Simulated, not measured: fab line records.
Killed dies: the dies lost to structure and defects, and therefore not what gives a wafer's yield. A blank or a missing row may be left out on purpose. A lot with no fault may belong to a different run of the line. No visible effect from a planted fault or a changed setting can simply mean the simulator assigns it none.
The tool behind it: which one? ; flow gf180mcu ; 14 lots with 42 wafers sampled at 5 steps, on a route of 602 steps

WHAT THE GAUGES READ, wafer by wafer
GF_STI_THK_MEAS_02.
lot;measured;on;STI_OXIDATION_THK (nm)
L730;day 1 12:41;filmMetro-01;10.14 10.00 10.15
L731;day 1 16:31;filmMetro-04;10.26 10.23 10.20
L732;day 1 21:32;filmMetro-04;10.14 10.35 10.08
L733;day 2 02:31;filmMetro-03;10.16 10.30 10.23
L734;day 2 09:07;filmMetro-04;10.16 10.31 10.29
L738;day 3 03:41;filmMetro-04;9.85 10.03 9.90
L739;day 3 08:58;filmMetro-01;10.38 10.26 10.37
L740;day 3 13:32;filmMetro-03;10.14 10.11 10.23
L741;day 3 18:31;filmMetro-03;9.73 9.87 9.77
L743;day 4 05:14;filmMetro-04;9.96 10.02 10.11
L747;day 5 00:31;filmMetro-04;9.83 9.73 9.73
L751;day 6 00:29;filmMetro-04;9.66 9.60 9.91
L752;day 6 07:16;filmMetro-01;10.18 9.99 10.10
L753;day 6 07:19;filmMetro-03;9.99 10.05 10.17

GF_STI_CD_MEAS_12: target cd 220 nm.
lot;measured;on;cdNm (nm)
L730;day 2 02:28;cdSem-01;221.6 222.0 221.6
L731;day 2 06:37;cdSem-01;220.3 219.3 220.2
L732;day 2 12:02;cdSem-02;221.7 221.5 220.9
L733;day 2 16:28;cdSem-02;218.8 218.2 218.4
L734;day 3 00:26;cdSem-01;221.7 220.1 219.3
L738;day 3 18:34;cdSem-02;221.5 221.3 220.4
L739;day 4 00:43;cdSem-02;218.5 218.6 218.8
L740;day 4 05:05;cdSem-02;219.7 220.1 220.4
L741;day 4 09:47;cdSem-02;222.8 221.7 222.3
L743;day 4 20:16;cdSem-01;219.5 220.0 218.3
L747;day 5 16:28;cdSem-02;219.7 218.3 218.7
L751;day 6 16:13;cdSem-02;221.8 221.3 220.4
L752;day 7 00:45;cdSem-02;220.5 221.4 220.6
L753;day 6 23:55;cdSem-02;218.4 218.3 217.6

GF_MVSD_OVL_MEAS_07.
lot;measured;on;MVSD_OVL (nm)
L730;day 4 13:11;overlay-02;-0.6 -1.9 -1.2
L731;day 4 18:35;overlay-01;0.4 1.5 0.8
L732;day 5 00:48;overlay-02;-1.6 0.0 0.3
L733;day 5 03:44;overlay-02;-2.9 -2.3 -2.6
L734;day 5 10:26;overlay-01;0.1 -1.3 0.1
L738;day 6 06:43;overlay-01;-3.2 -2.7 -2.1
L739;day 6 12:38;overlay-01;-1.3 -2.0 -0.6
L740;day 6 21:04;overlay-01;-0.3 -1.6 0.1
L741;day 7 01:05;overlay-02;236.0 236.7 237.4
L743;day 7 12:49;overlay-01;239.6 242.2 238.3
L747;day 9 02:29;overlay-02;-0.5 -0.7 -1.3
L751;day 9 20:13;overlay-02;-1.4 -2.7 -3.1
L752;day 10 04:17;overlay-01;-1.4 -2.1 -2.0
L753;day 9 23:28;overlay-01;1.1 1.2 0.0

GF_POLY_GATE_THK_MEAS_01.
lot;measured;on;POLY_GATE_CVD_00_THK (nm)
L730;day 8 12:28;filmMetro-04;199.3 198.3 198.3
L731;day 8 18:55;filmMetro-04;195.8 195.9 195.8
L732;day 9 01:35;filmMetro-02;195.9 195.8 195.4
L733;day 9 08:51;filmMetro-02;198.9 199.2 198.4
L734;day 9 16:16;filmMetro-03;198.5 199.8 198.9
L738;day 10 17:16;filmMetro-03;200.7 200.2 201.5
L739;day 11 00:35;filmMetro-04;198.8 200.4 197.5
L740;day 11 11:47;filmMetro-04;199.0 199.5 200.0
L741;day 11 16:40;filmMetro-03;197.6 199.6 200.8
L743;day 12 05:28;filmMetro-04;200.2 200.9 201.8
L747;day 14 03:21;filmMetro-02;202.2 202.2 201.4
L751;day 14 21:21;filmMetro-04;201.1 200.2 200.5
L752;day 15 07:48;filmMetro-03;199.4 201.0 200.1
L753;day 15 05:07;filmMetro-02;198.0 198.4 197.7

EACH LOT AND THE TOOL THAT RAN IT (in order: tool; ch and the chambers of the sampled wafers; start)
lot;GF_MVSD_EXPOSE_04
L730;ilineStepper-02 ch 0, day 4 06:37
L731;ilineStepper-02 ch 0, day 4 12:26
L732;ilineStepper-02 ch 0, day 4 18:13
L733;ilineStepper-01 ch 0, day 4 21:02
L734;ilineStepper-02 ch 0, day 5 03:37
L738;ilineStepper-01 ch 0, day 6 00:17
L739;ilineStepper-02 ch 0, day 6 06:12
L740;ilineStepper-01 ch 0, day 6 13:39
L741;ilineStepper-01 ch 0, day 6 17:59
L743;ilineStepper-01 ch 0, day 7 04:41
L747;ilineStepper-02 ch 0, day 8 17:50
L751;ilineStepper-02 ch 0, day 9 11:07
L752;ilineStepper-02 ch 0, day 9 19:11
L753;ilineStepper-02 ch 0, day 9 15:09
- GF_MVSD_EXPOSE_04: exposes mask MVSD, target cd 1000 nm.

AS READ BY THE TOOLS THEMSELVES (means over the sampled wafers that have a number; for cases with no such wafer, the mark the record gives instead)
The record holds no such reading with a usual standard deviation.

THE ANSWER, worked out from the rows above alone
Rule: the usual values come from the lots themselves. Put in order of their means at a reading, lots are off if they are a third of the lots or fewer, leave a main group of 4 or more, and stand apart from it by a gap of 3 or more times the standard deviation of the main group's means; of several such gaps the widest counts. A main group is skipped when, at the precision printed for the reading in the tables above, its means are all equal. Also off: a lot with no number at a reading for which 4 or more lots have one. Where the step has rows for the other lots, those lots are counted as sound. Order of review: gauges by route order, followed by the tools' own readings, for which a lot's mean as printed above is used. The first step at which some lot is off is used, and at that step the reading that is off furthest; a lot without a number counts as furthest.
Off: at GF_MVSD_OVL_MEAS_07 (MVSD_OVL), L741, L743. The main group has a mean of -1.1 nm with a standard deviation of 1.1.
A tool fits if, at a process step before that reading, it ran every lot that is off, and no sound lot after the first of them. Those tools and the gauges at GF_MVSD_OVL_MEAS_07 are tried in the same way. One fits: ilineStepper-01 at GF_MVSD_EXPOSE_04. A fault onset in the window from L740 (day 6 13:39, its last sound lot) to L741 (day 6 17:59, its first lot off) fits.

WHAT HAD BEEN PUT IN BY THE SIMULATOR
Scanner matching overlay: ilineStepper-01, from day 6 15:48 on, at GF_MVSD_EXPOSE_04. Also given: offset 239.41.
Struck lots among those shown: L741, L743. Same finding as the rule above.
